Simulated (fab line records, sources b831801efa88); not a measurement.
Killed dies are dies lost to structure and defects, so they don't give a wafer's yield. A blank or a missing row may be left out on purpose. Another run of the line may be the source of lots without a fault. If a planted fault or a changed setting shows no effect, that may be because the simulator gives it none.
Which tool did it? | flow sky130 | at 1 step of a route of 708, 12 lots with 36 wafers sampled

WHAT THE GAUGES READ, wafer by wafer
SKY_VIA2_OVL_MEAS_13. Usual: VIA2_OVL gives -2 nm (standard deviation 5.4).
lot  | measured     | on         | VIA2_OVL (nm) | flag
L790 | day 36 23:27 | overlay-01 | 1 3 4         | 
L793 | day 37 06:08 | overlay-02 | -8 -4 -9      | 
L796 | day 38 07:40 | overlay-01 | -2 5 -1       | 
L797 | day 38 18:40 | overlay-02 | -12 -13 -13   | 
L798 | day 39 04:56 | overlay-01 | -1 -5 -7      | 
L800 | day 39 15:07 | overlay-01 | -2 -3 -1      | 
L799 | day 39 22:07 | overlay-02 | 0 -1 -7       | 
L805 | day 40 22:37 | overlay-02 | 5 6 2         | 
L806 | day 41 09:10 | overlay-02 | 13 4 3        | 
L809 | day 42 03:33 | overlay-01 | -2 -2 -2      | 
L811 | day 42 10:41 | overlay-01 | -2 6 8        | 
L813 | day 43 00:35 | overlay-01 | 1 -1 3        | 

WHAT TOOL EACH LOT RAN ON (gives the tool, then ch and the chambers of the sampled wafers, and finally the start)
The record shows no process step preceding these readings.

AS READ BY THE TOOLS THEMSELVES (means over the sampled wafers that have a number; for cases with no such wafer, the mark the record gives instead)
The record holds no such reading with a usual standard deviation.

THE ANSWER, worked out from the rows above alone
Rule: take the mean of a lot's wafers that have a number; if it is more than 3 standard deviations from the usual mean, the lot is off. A lot without any number at a reading at which 4 lots or more have one is off too. Any other lot the step has rows for is counted as sound. After the gauges, taken in route order, come the tools' own readings; for these a lot's mean is taken, as printed above. At the first step where some lot is off, the reading lying furthest off is the one used; lots without a number count as furthest.
Nothing can be told from this: no lot is off at any reading shown.

WHAT WAS PUT IN BY THE SIMULATOR
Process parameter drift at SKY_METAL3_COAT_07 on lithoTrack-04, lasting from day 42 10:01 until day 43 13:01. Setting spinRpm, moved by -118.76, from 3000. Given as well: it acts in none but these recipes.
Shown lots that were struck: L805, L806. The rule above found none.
